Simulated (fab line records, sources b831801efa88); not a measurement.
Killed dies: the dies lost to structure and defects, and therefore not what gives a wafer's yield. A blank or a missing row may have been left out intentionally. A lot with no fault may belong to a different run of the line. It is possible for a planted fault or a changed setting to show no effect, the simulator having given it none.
Which tool was responsible?	flow gf180mcu	Sampling: 14 lots, 42 wafers, 5 of 602 route steps

== WHAT THE GAUGES READ, wafer by wafer ==
GF_VT_IMPLANT_TW_MEAS_21.
lot	measured	on	VT_IMPLANT_2_TW
L756	day 6 05:00	filmMetro-01	1193 1191 1195
L757	day 6 11:29	filmMetro-03	1241 1244 1240
L758	day 6 19:53	filmMetro-02	1206 1199 1207
L759	day 6 22:47	filmMetro-03	1235 1237 1239
L760	day 7 05:26	filmMetro-03	1240 1236 1226
L761	day 7 19:26	filmMetro-03	1230 1239 1237
L762	day 7 20:58	filmMetro-03	1243 1233 1232
L763	day 8 03:59	filmMetro-02	1204 1209 1214
L764	day 8 10:23	filmMetro-02	1206 1205 1207
L765	day 8 14:08	filmMetro-03	1236 1241 1238
L769	day 9 14:41	filmMetro-01	876 868 868
L770	day 9 23:38	filmMetro-03	895 895 890
L771	day 10 05:07	filmMetro-02	867 875 870
L772	day 10 13:52	filmMetro-01	866 861 860

GF_CONTACT_THK_MEAS_03.
lot	measured	on	CONTACT_CVD_02_THK (nm)
L756	day 15 09:09	filmMetro-01	855 867 860
L757	day 15 17:04	filmMetro-02	860 876 869
L758	day 16 05:58	filmMetro-01	840 854 851
L759	day 16 06:22	filmMetro-04	863 870 865
L760	day 16 14:55	filmMetro-04	854 850 866
L761	day 17 03:51	filmMetro-02	839 854 857
L762	day 17 08:51	filmMetro-01	857 850 856
L763	day 17 20:17	filmMetro-02	853 849 842
L764	day 18 02:17	filmMetro-04	868 868 875
L765	day 18 07:33	filmMetro-01	850 873 869
L769	day 20 00:13	filmMetro-02	845 852 866
L770	day 20 07:28	filmMetro-02	851 864 867
L771	day 20 15:29	filmMetro-02	838 861 858
L772	day 21 02:02	filmMetro-01	846 848 858

GF_V2_THK_MEAS_01.
lot	measured	on	V2_CVD_00_THK (nm)
L756	day 19 13:05	filmMetro-01	592 597 600
L757	day 19 20:08	filmMetro-02	604 600 593
L758	day 20 09:13	filmMetro-04	587 592 593
L759	day 20 10:14	filmMetro-01	604 604 605
L760	day 20 19:33	filmMetro-04	595 609 607
L761	day 21 09:26	filmMetro-04	602 602 603
L762	day 21 14:05	filmMetro-01	599 600 600
L763	day 22 01:35	filmMetro-02	609 604 603
L764	day 22 08:44	filmMetro-02	600 598 605
L765	day 22 12:36	filmMetro-04	597 600 594
L769	day 24 07:03	filmMetro-01	602 596 597
L770	day 24 11:01	filmMetro-02	602 604 599
L771	day 24 17:14	filmMetro-01	606 605 598
L772	day 25 06:18	filmMetro-01	606 605 599

== WHAT TOOL EACH LOT RAN ON (gives the tool, then ch and the chambers of the sampled wafers, and finally the start) ==
lot	GF_VT_IMPLANT_IMPLANT_19	GF_M2_SPUTTER_03
L756	implanter-04 ch 0, day 6 04:47	pvdSputter-02, day 18 11:25
L757	implanter-04 ch 0, day 6 11:16	pvdSputter-02, day 18 18:50
L758	implanter-04 ch 0, day 6 19:38	pvdSputter-02, day 19 08:33
L759	implanter-04 ch 0, day 6 22:34	pvdSputter-03, day 19 09:04
L760	implanter-01 ch 0, day 7 05:12	pvdSputter-02, day 19 19:47
L761	implanter-03 ch 0, day 7 19:13	pvdSputter-03, day 20 08:09
L762	implanter-03 ch 0, day 7 20:43	pvdSputter-04, day 20 13:17
L763	implanter-01 ch 0, day 8 03:44	pvdSputter-02, day 21 00:56
L764	implanter-04 ch 0, day 8 10:09	pvdSputter-03, day 21 07:53
L765	implanter-04 ch 0, day 8 13:53	pvdSputter-03, day 21 12:35
L769	implanter-04 ch 0, day 9 14:26	pvdSputter-03, day 23 08:13
L770	implanter-04 ch 0, day 9 23:25	pvdSputter-03, day 23 11:59
L771	implanter-01 ch 0, day 10 04:52	pvdSputter-03, day 23 18:22
L772	implanter-01 ch 0, day 10 13:37	pvdSputter-03, day 24 07:27
- GF_VT_IMPLANT_IMPLANT_19
- GF_M2_SPUTTER_03: material Ti, target thk 10 nm, time 6.7 s.

== WHAT THE TOOLS THEMSELVES READ (means of the sampled wafers that have a number; where no wafer has one, the mark that the record gives instead) ==
GF_M2_SPUTTER_03.
lot	tool	throttleValvePct (%)
L756	pvdSputter-02	28.6
L757	pvdSputter-02	28.5
L758	pvdSputter-02	29.2
L759	pvdSputter-03	29.1
L760	pvdSputter-02	29.3
L761	pvdSputter-03	28.8
L762	pvdSputter-04	30.8
L763	pvdSputter-02	28.8
L764	pvdSputter-03	29.3
L765	pvdSputter-03	29.1
L769	pvdSputter-03	29.1
L770	pvdSputter-03	29.6
L771	pvdSputter-03	29.0
L772	pvdSputter-03	28.7

== THE ANSWER, worked out from the rows above alone ==
Rule: what is usual is taken from the lots themselves. Put in order of their means at a reading, lots are off if they are a third of the lots or fewer, leave a main group of 4 or more, and stand apart from it by a gap of 3 or more times the standard deviation of the main group's means; of several such gaps the widest counts. A main group is skipped when, at the precision printed for the reading in the tables above, its means are all equal. Also off: a lot with no number at a reading for which 4 or more lots have one. Any other lot the step has rows for is counted as sound. The gauges are gone through in route order, then the tools' own readings, and for those a lot's mean is taken as printed above. At the first step where some lot is off, the reading lying furthest off is the one used; lots without a number count as furthest.
Off: L769, L770, L771, L772, at GF_VT_IMPLANT_TW_MEAS_21 (VT_IMPLANT_2_TW). For the main group the mean is 1223 and the standard deviation 17.
A tool fits if, at a process step before that reading, it ran every lot that is off, and no sound lot after the first of them. Those tools and the gauges at GF_VT_IMPLANT_TW_MEAS_21 are tried in the same way. Not one of the candidates tried fits.

== WHAT THE SIMULATOR HAD PUT IN ==
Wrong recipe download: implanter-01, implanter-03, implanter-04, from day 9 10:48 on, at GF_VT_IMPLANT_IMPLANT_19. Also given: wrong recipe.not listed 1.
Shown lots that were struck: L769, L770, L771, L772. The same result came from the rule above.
